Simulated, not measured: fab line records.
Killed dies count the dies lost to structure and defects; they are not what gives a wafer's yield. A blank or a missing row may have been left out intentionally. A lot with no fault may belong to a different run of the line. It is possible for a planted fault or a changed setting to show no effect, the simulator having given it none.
Problem report in the 8D (eight disciplines) form, filled by code | flow sky130 | the parts of the form that need people (team, actions taken, sign-off) are left out

== 1. THE ISSUE ==
At SKY_LDD_N_IMPLANT_12, beam-energy-keV averages 31.352 over 6 wafers from 2 lots, while fault-free wafers read 50.000, standard deviation 0.016. So: -99 or more standard deviations from the usual mean.
First observed at day 22 11:16: wafer L295.1, on implanter-03. At this step, 18 wafers from 6 lots have a number in the record. Rule for "out" (also "out of limits"): further than 4 standard deviations from the usual mean. The other wafers with a number count as sound.

== 2. WHAT IT IS, WHAT IT ISN'T ==
question                    | is                     | is not
which readings at this step | beam-energy-keV        | beam-on-s
which lots                  | L295, L296             | L284, L286, L304, L305
which wafers of those lots  | all that have a number | -
read on which tools         | implanter-03           | implanter-04
when                        | from day 22 11:16      | up to then (6 sound wafers); but 6 sound wafers of L304, L305 came after

== 3. SUSPECTS, AND WHAT RULES EACH OUT ==
Counting: any tool at a process step up to the reading is kept as a suspect provided that every lot that is out went through it and no sound lot did after the first of them.
- implanter-03 at SKY_LDD_N_IMPLANT_12: kept. All lots that are out passed through it, beginning with L295 at day 22 11:16, and no sound lot followed; its final sound lot before that point was L284 at day 18 15:45. On those wafers its own readings are out: beam-energy-keV.
The count leaves implanter-03 at SKY_LDD_N_IMPLANT_12.

== 4. THE CAUSE (what the simulator had put in) ==
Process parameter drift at SKY_LDD_N_IMPLANT_12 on implanter-03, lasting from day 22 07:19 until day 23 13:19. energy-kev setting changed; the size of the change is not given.
Only this tool survived the counting.

== 5. THE EFFECT CHAIN, in route order ==
Each row: a reading whose mean over the struck wafers that have a number lies more than 3 standard deviations from the usual. Readings are gone through only where the record gives a usual standard deviation; hours: the median, over the lots, of the time from a lot's start at the first step in this table giving one to that lot's start at this step; sigmas: the change measured in usual standard deviations.
hours | step                 | reading         | usual  | on struck wafers | change  | sigmas
0     | SKY_LDD_N_IMPLANT_12 | beam-energy-keV | 50.000 | 31.352           | -18.648 | -99 or more
It contains these process steps:
- SKY_LDD_N_IMPLANT_12

== 6. WHAT WOULD HAVE CAUGHT IT SOONER ==
In this record the first reading out of limits was taken at day 22 11:16, 4 hours after the fault began at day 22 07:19.
